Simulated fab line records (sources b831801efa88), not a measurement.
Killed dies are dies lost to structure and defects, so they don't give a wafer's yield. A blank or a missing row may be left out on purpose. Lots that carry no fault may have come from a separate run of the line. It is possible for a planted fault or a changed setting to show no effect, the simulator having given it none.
One fault through the eyes of 2 desks ; flow gf180mcu ; only its own numbers are on each desk; what lay behind them is given at the end

THE TOOL OWNER'S DESK: cvdW-02
The tool's own readings at GF_V1_CVD_23 (deposits W, target thk 350 nm, time 105.05 s): means of the sampled wafers that have a number, for each lot that ran on this tool. A lot is out of limits, marked OUT, if its mean lies more than 4 standard deviations from the usual mean; the brackets give that distance.
Columns: A = heaterPowerW at GF_V1_CVD_23, usual 775 W
lot;first seen here;A
L295;day 18 10:58;751
L297;day 19 07:35;696
L298;day 19 11:40;657
L305;day 22 08:19;705
L307;day 23 00:59;655
Result from this desk: across the 5 lots, nothing is out of limits.

METROLOGY DESK
Means of the sampled wafers that have a number, per lot and without regard to the tool the lot ran on: this is what the gauges read. A lot is out of limits, marked OUT, if its mean lies more than 4 standard deviations from the usual mean; the brackets give that distance.
Columns: A = M1_ALCU_RS at GF_M1_RS_MEAS_05, usual 0.0695 ohm/sq; B = M1_OVL at GF_M1_OVL_MEAS_15, usual 2 nm; C = V1_W_RS at GF_V1_RS_MEAS_24, usual 0.331 ohm/sq; D = V1_W_THK at GF_V1_THK_MEAS_25, usual 349 nm
lot;first seen here;A;B;C;D
L294;day 16 00:58;0.0692;-0;0.332;349
L295;day 16 10:41;0.0702;4;0.332;352
L296;day 16 20:14;0.0704;1;0.335;350
L297;day 17 06:06;0.0692;2;0.330;358
L298;day 17 10:13;0.0693;3;0.325;353
L305;day 20 05:44;0.0705;9;0.375 (+11) OUT;315 (-6.5) OUT
L307;day 20 23:17;0.0695;0;0.397 (+16) OUT;302 (-9.0) OUT
L310;day 22 08:47;0.0688;-3;0.330;354
L313;day 23 02:22;0.0690;2;0.333;347
L314;day 23 11:46;0.0698;5;0.336;344
L316;day 24 01:46;0.0700;3;0.336;343
This desk's finding: out of limits on L305, L307; first on L305, day 22 08:25 (V1_W_RS at GF_V1_RS_MEAS_24). L294, L295, L296, L297, L298, L310, L313, L314, L316: within limits.

TAKEN TOGETHER
L305, L307 would have let the metrology desk raise an alarm at day 22 08:25.
Nothing out of limits was seen by the tool owner's desk.
On record at the tool owner's desk: L305, L307, within its limits.
Of the lots named, all ran GF_V1_CVD_23 on cvdW-02.

WHAT HAD BEEN PUT IN BY THE SIMULATOR
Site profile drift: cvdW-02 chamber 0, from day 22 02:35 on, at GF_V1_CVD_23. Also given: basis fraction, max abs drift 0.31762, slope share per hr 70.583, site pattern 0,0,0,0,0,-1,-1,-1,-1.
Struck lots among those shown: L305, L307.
Hours from the fault's start to each desk's first reading out of limits: the metrology desk, 6.
